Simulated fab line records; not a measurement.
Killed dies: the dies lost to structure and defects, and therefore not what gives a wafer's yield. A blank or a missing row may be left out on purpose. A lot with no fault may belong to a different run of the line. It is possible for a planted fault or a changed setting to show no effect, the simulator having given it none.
Matching of chambers ; flow sky130 ; 4 sister chambers for SKY_CONTACT_CMP_27 on cmp-01
The step polishes, stops on SiO2, t overpolish 15 s, target thk 0 nm. 27 wafers are shown with their chamber, then 12 later ones without.

== EACH WAFER AND ITS CHAMBER ==
wafer;chamber;motor current A (A);time to endpoint s (s);overpolish run s (s)
L074.4;2;10.1;86;14.992
L074.5;0;10.2;84;15.006
L074.6;1;12.2;79;15.030
L075.1;3;12.3;84;15.006
L075.2;0;10.3;86;14.983
L075.6;1;12.8;77;14.992
L078.2;3;12.9;89;14.999
L078.5;1;12.0;78;14.993
L078.6;0;10.5;85;15.010
L079.2;2;9.9;86;14.975
L079.4;0;10.5;80;15.019
L079.6;2;9.9;84;14.989
L082.1;3;12.0;88;15.006
L082.5;2;10.0;85;15.002
L082.6;1;12.0;82;14.985
L086.2;2;9.8;87;14.986
L086.4;1;12.8;77;15.000
L086.5;1;12.5;78;15.010
L085.2;3;12.6;82;14.997
L085.3;1;12.0;76;15.001
L085.4;0;10.1;83;15.004
L088.1;0;10.6;86;15.009
L088.4;3;11.9;80;15.006
L088.5;0;10.6;79;15.003
L091.2;0;10.7;84;14.999
L091.3;2;10.1;82;15.003
L091.6;1;11.7;70;15.009

SIGNATURES (means of the wafers above)
reading;chamber 0;chamber 1;chamber 2;chamber 3;scatter within a chamber
motor current A;10.438;12.250;9.967;12.340;0.312
time to endpoint s;83.38;77.12;85.00;84.60;2.98
overpolish run s;15.00413;15.00250;14.99117;15.00280;0.0109
Rule: for a wafer and a chamber, the distance is found by dividing, reading by reading, the gap between the wafer's reading and the chamber's mean by the reading's scatter, squaring, summing and taking the root. The wafer belongs to the nearest chamber; if the next one is less than 2 further off, it can't be placed. How the scatter is found: for the shown wafers, subtract from each reading the mean of its chamber, square and add these, divide the total by (wafers less chambers), then take the root.

== WAFERS WITHOUT THEIR CHAMBER ==
wafer;motor current A (A);time to endpoint s (s);overpolish run s (s)
L094.1;9.3;84;15.004
L094.3;12.2;83;14.985
L094.5;10.4;85;15.007
L095.2;10.3;82;14.983
L095.3;11.7;79;15.002
L095.5;10.1;86;14.992
L096.1;12.3;80;14.996
L096.2;12.5;83;14.995
L096.4;9.9;84;15.007
L097.1;9.7;87;15.011
L097.4;10.2;83;14.987
L097.5;10.2;87;15.013

== THE CHAMBER EACH PASSED THROUGH ==
wafer;from the rows above;in truth
L094.1;can't be placed: 2 or 0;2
L094.3;can't be placed: 3 or 1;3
L094.5;can't be placed: 0 or 2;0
L095.2;can't be placed: 2 or 0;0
L095.3;can't be placed: 1 or 3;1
L095.5;can't be placed: 2 or 0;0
L096.1;can't be placed: 1 or 3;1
L096.2;can't be placed: 3 or 1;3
L096.4;can't be placed: 2 or 0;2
L097.1;can't be placed: 2 or 0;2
L097.4;can't be placed: 2 or 0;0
L097.5;can't be placed: 0 or 2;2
Correct placement for 0 of the 12. Can't be placed from these rows: 12 (the true chamber is among the candidates in 12). Wrongly placed: 0.
